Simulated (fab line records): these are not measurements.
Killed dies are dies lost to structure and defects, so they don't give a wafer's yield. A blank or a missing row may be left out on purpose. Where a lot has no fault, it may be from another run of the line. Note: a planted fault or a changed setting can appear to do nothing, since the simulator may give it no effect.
Chamber matching -- flow gf180mcu -- rie-diel-04 running GF_V5_ETCH_16: 4 sister chambers
The step etches BARC in N2/H2. 14 wafers are shown with their chamber, then 7 later ones without.

== WAFERS, EACH WITH ITS CHAMBER ==
wafer,chamber,drypump-motor-current-A (A),oes-product-au (a.u.),throttle-valve-pct (%)
L076.2,3,5.4,0.861,13.221
L076.3,1,5.7,0.845,13.218
L076.4,2,6.2,0.849,13.221
L080.1,2,6.2,0.852,13.243
L080.2,0,5.8,0.854,13.229
L080.3,1,5.7,0.854,13.229
L085.3,0,5.8,0.848,13.223
L085.5,0,5.8,0.856,13.231
L085.6,3,5.5,0.865,13.226
L087.3,2,6.2,0.851,13.228
L087.4,1,5.7,0.848,13.227
L087.5,2,6.2,0.848,13.217
L090.1,1,5.7,0.864,13.225
L090.4,3,5.4,0.853,13.214

SIGNATURES (means of the wafers above)
reading,chamber 0,chamber 1,chamber 2,chamber 3,scatter within a chamber
drypump-motor-current-A,5.800,5.700,6.200,5.433,0.0258
oes-product-au,0.85267,0.85275,0.85000,0.85967,0.00575
throttle-valve-pct,13.22767,13.22475,13.22725,13.22033,0.00754
Rule: for each reading, subtract the chamber's mean from the wafer's reading, divide by that reading's scatter and square the result; add these up over the readings and take the root, which gives the wafer's distance from the chamber. If the next closest chamber is less than 2 further off than the closest, the wafer can't be placed; otherwise it belongs to the closest. How the scatter is found: for the shown wafers, subtract from each reading the mean of its chamber, square and add these, divide the total by (wafers less chambers), then take the root.

== WAFERS WITHOUT THEIR CHAMBER ==
wafer,drypump-motor-current-A (A),oes-product-au (a.u.),throttle-valve-pct (%)
L090.5,5.7,0.862,13.212
L092.1,5.4,0.859,13.242
L092.3,5.7,0.862,13.223
L092.4,6.2,0.846,13.226
L093.1,5.8,0.848,13.217
L093.2,5.4,0.848,13.217
L093.6,5.7,0.848,13.218

== WHICH CHAMBER EACH ONE RAN IN ==
wafer,from the rows above,in truth
L090.5,1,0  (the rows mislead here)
L092.1,3,3
L092.3,1,1
L092.4,2,2
L093.1,0,0
L093.2,3,3
L093.6,1,1
6 of 7 placed correctly. Can't be placed from these rows: 0. Wrongly placed: 1.
